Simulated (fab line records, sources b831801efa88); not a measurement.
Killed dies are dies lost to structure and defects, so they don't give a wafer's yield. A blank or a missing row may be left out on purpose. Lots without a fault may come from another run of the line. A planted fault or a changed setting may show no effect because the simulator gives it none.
A struck lot beside a sound one | flow sfq_line | 42 steps out of a route of 325
Sound: wafers L668.3, L668.4, L668.6. Struck: wafer L687.5. (L687.1, L687.2 of the same lot were not struck and are left out.) The cause comes at the end.
At each step with rows: each side's tool, then ch and its chambers, then its first start. Under that, the readings that differ: sound wafers | struck wafers | difference of the means | sigmas: that difference in standard deviations of wafers without a fault.
alike: readings whose means differ by less than 2 such deviations, and words and numbers that are the same on both sides. not compared: withheld readings, readings that some wafer has no value for, bounds like >300 that may hide the same value, and numbers for which the record gives no deviation and whose values overlap.
The two part at a step that has a row with sigmas, a row that says differs or no value, or rows on one side only. Numbers that don't overlap but have no deviation are shown without sigmas and don't part them. A reading that every wafer of one side lacks parts them only if that side has two wafers or more.

first, 6 steps without rows for these wafers: SFQ_TRILAYER_M0_LITHO_COAT_026 (resist thk 62 nm); SFQ_TRILAYER_M0_LITHO_COAT_021 (resist thk 600 nm); SFQ_TRILAYER_M0_LITHO_SOFTBAKE_025; SFQ_TRILAYER_M0_LITHO_EXPOSE_022 (exposes mask M0, target cd 500 nm); SFQ_TRILAYER_M0_LITHO_PEB_024 (peb time 60 s); SFQ_TRILAYER_M0_LITHO_DEVELOP_023 (time 60 s).
SFQ_M0_OVL_MEAS_906:
  sound on overlay-02, day 12 03:53; struck on overlay-02, day 19 13:14
  alike: M0_OVL
then, 1 step without rows for these wafers: SFQ_TRILAYER_M0_BARC_OPEN_METAL_ETCH_031 (etches BARC in O2, target depth 125 nm, time 41.7 s).
SFQ_TRILAYER_M0_ETCH_METAL_ETCH_024: etches Nb in Cl2/Ar, stops on SiO2, target depth 240 nm, time 120 s.
  sound on rie_metal-02 ch 0,1, day 12 04:00; struck on rie_metal-02 ch 1, day 19 13:20
  alike: drypump_motor_current_A, oes_product_au
  not compared: rf_hours_counter_h
SFQ_TRILAYER_M0_STRIP_STRIP_025: strips in O2.
  sound on rie_metal-02 ch 0,1, day 12 04:17; struck on rie_metal-02 ch 1, day 19 13:28
  alike: drypump_motor_current_A, oes_product_au
  not compared: rf_hours_counter_h
then, 2 steps without rows for these wafers: SFQ_TRILAYER_M0_STRIP_SOLV_CLEAN_026 (cleans in NMP, time 600 s); SFQ_TRILAYER_I0_DEP_PECVD_027 (deposits SiO2 from SiH4/N2O, time 111.11 s, target thk 500 nm).
SFQ_TRILAYER_I0_CMP_CMP_028: polishes SiO2.
  sound on cmp-02 ch 0,1,3, day 12 09:22; struck on cmp-02 ch 3, day 19 15:52
  reading                                             | sound             | struck | difference | sigmas
  time_to_endpoint_s (s)                              | 202 216 212       | 181    | -29        | -4
  model.SiO2_of_TRILAYER_I0_DEP_PECVD_027.thk_nm (nm) | 197.3 199.1 200.1 | 250    | +51        |
  alike: head_pressure_psi, motor_current_A
SFQ_I0_BOW_MEAS_907:
  sound on film_metro-01, day 12 12:25; struck on film_metro-04, day 19 17:52
  alike: I0_BOW
SFQ_TRILAYER_I0_METRO_MEASURE_029:
  sound on film_metro-01, day 12 12:53; struck on film_metro-04, day 19 17:59
  reading     | sound             | struck | difference | sigmas
  thk_nm (nm) | 197.3 199.0 200.2 | 250.2  | +51.4      | +51
then, 6 steps without rows for these wafers: SFQ_TRILAYER_I0_VIA_LITHO_COAT_036 (resist thk 62 nm); SFQ_TRILAYER_I0_VIA_LITHO_COAT_031 (resist thk 650 nm); SFQ_TRILAYER_I0_VIA_LITHO_SOFTBAKE_035; SFQ_TRILAYER_I0_VIA_LITHO_EXPOSE_032 (exposes mask I0, target cd 500 nm); SFQ_TRILAYER_I0_VIA_LITHO_PEB_034 (peb time 60 s); SFQ_TRILAYER_I0_VIA_LITHO_DEVELOP_033 (time 60 s).
-- the record jumps here: 7 days lie between the struck wafers' starts before and after --
SFQ_I0_OVL_MEAS_908:
  sound on overlay-01, day 13 16:48; struck on overlay-01, day 26 09:14
  alike: I0_OVL
then, 1 step without rows for these wafers: SFQ_TRILAYER_I0_VIA_BARC_OPEN_VIA_ETCH_046 (etches BARC in O2, target depth 125 nm, time 41.7 s).
SFQ_TRILAYER_I0_VIA_ETCH_VIA_ETCH_034: etches SiO2 in CHF3, stops on Nb, target depth 260 nm.
  sound on rie_diel-04 ch 1,2, day 13 16:52; struck on rie_diel-01 ch 0, day 26 09:19
  reading                        | sound             | struck | difference | sigmas
  oes_product_au (a.u.)          | 0.846 0.854 0.849 | 0.971  | +0.121     | +24
  model.I0.feature_depth_nm (nm) | 197.3 199.1 200.1 | 250    | +51        |
  model.etch.depth_nm (nm)       | 197.3 199.1 200.1 | 250    | +51        |
  alike: drypump_motor_current_A
SFQ_TRILAYER_I0_VIA_STRIP_STRIP_035: strips in O2.
  sound on rie_metal-02 ch 0,1, day 13 17:11; struck on rie_metal-01 ch 1, day 26 09:25
  alike: drypump_motor_current_A, oes_product_au
  not compared: rf_hours_counter_h
then, 1 step without rows for these wafers: SFQ_TRILAYER_I0_VIA_STRIP_SOLV_CLEAN_036 (cleans in NMP, time 600 s).
SFQ_TRILAYER_M1_DEP_PRE_CLEAN_038: time 22.5 s.
  sound on pvd_sputter-05, day 13 17:45; struck on pvd_sputter-05, day 26 10:12
  reading                                             | sound             | struck | difference | sigmas
  model.SiO2_of_TRILAYER_I0_DEP_PECVD_027.thk_nm (nm) | 189.8 191.6 192.6 | 242.5  | +51.2      |
SFQ_TRILAYER_M1_DEP_SPUTTER_037: material Nb, target thk 200 nm, time 133.3 s.
  sound on pvd_sputter-05, day 13 17:47; struck on pvd_sputter-05, day 26 10:14
  alike: throttle_valve_pct
SFQ_M1_RS_MEAS_909: measures by four-point-probe.
  sound on film_metro-01, day 13 17:55; struck on film_metro-03, day 26 10:19
  alike: M1_NB_RS
then, 6 steps without rows for these wafers: SFQ_TRILAYER_M1_LITHO_COAT_044 (resist thk 62 nm); SFQ_TRILAYER_M1_LITHO_COAT_039 (resist thk 600 nm); SFQ_TRILAYER_M1_LITHO_SOFTBAKE_043; SFQ_TRILAYER_M1_LITHO_EXPOSE_040 (exposes mask M1, target cd 500 nm); SFQ_TRILAYER_M1_LITHO_PEB_042 (peb time 60 s); SFQ_TRILAYER_M1_LITHO_DEVELOP_041 (time 60 s).
-- the record jumps here: 6 days lie between the struck wafers' starts before and after --
SFQ_M1_OVL_MEAS_911:
  sound on overlay-01, day 18 20:27; struck on overlay-01, day 32 19:53
  reading     | sound    | struck | difference | sigmas
  M1_OVL (nm) | -2 -4 -3 | 8      | +11        | +2
then, 4 steps without rows for these wafers: SFQ_TRILAYER_M1_BARC_OPEN_METAL_ETCH_054 (etches BARC in O2, target depth 125 nm, time 41.7 s); SFQ_TRILAYER_M1_ETCH_METAL_ETCH_042 (etches Nb in Cl2/Ar, stops on SiO2, target depth 240 nm, time 120 s); SFQ_TRILAYER_M1_STRIP_STRIP_043 (strips in O2); SFQ_TRILAYER_M1_STRIP_SOLV_CLEAN_044 (cleans in NMP, time 600 s).
SFQ_TRILAYER_I1_DEP_PECVD_045: deposits SiO2 from SiH4/N2O, time 111.11 s, target thk 500 nm.
  sound on pecvd-03 ch 1,2, day 18 21:26; struck on pecvd-03 ch 2, day 32 20:52
  alike: heater_power_w, susceptor_temp_C, throttle_valve_pct
-- the record jumps here: 60 days lie between the struck wafers' starts before and after --
SFQ_M8_BOW_MEAS_951:
  sound on film_metro-02, day 77 23:57; struck on film_metro-02, day 92 23:26
  reading                 | sound             | struck | difference | sigmas
  model.etest.i0.link_ohm | 1.964 1.942 1.943 | 2.006  | +0.056     |
  alike: M8_BOW

WHERE THEY PART
First at SFQ_TRILAYER_I0_CMP_CMP_028; last, within this record, at SFQ_M1_OVL_MEAS_911. Later steps at which nothing parts them and some readings are alike: SFQ_TRILAYER_I1_DEP_PECVD_045, SFQ_M8_BOW_MEAS_951.

WHY: what the simulator had put in
Process parameter drift: cmp-02, from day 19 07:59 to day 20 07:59, at SFQ_TRILAYER_I0_CMP_CMP_028. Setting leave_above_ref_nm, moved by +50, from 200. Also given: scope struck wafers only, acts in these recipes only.
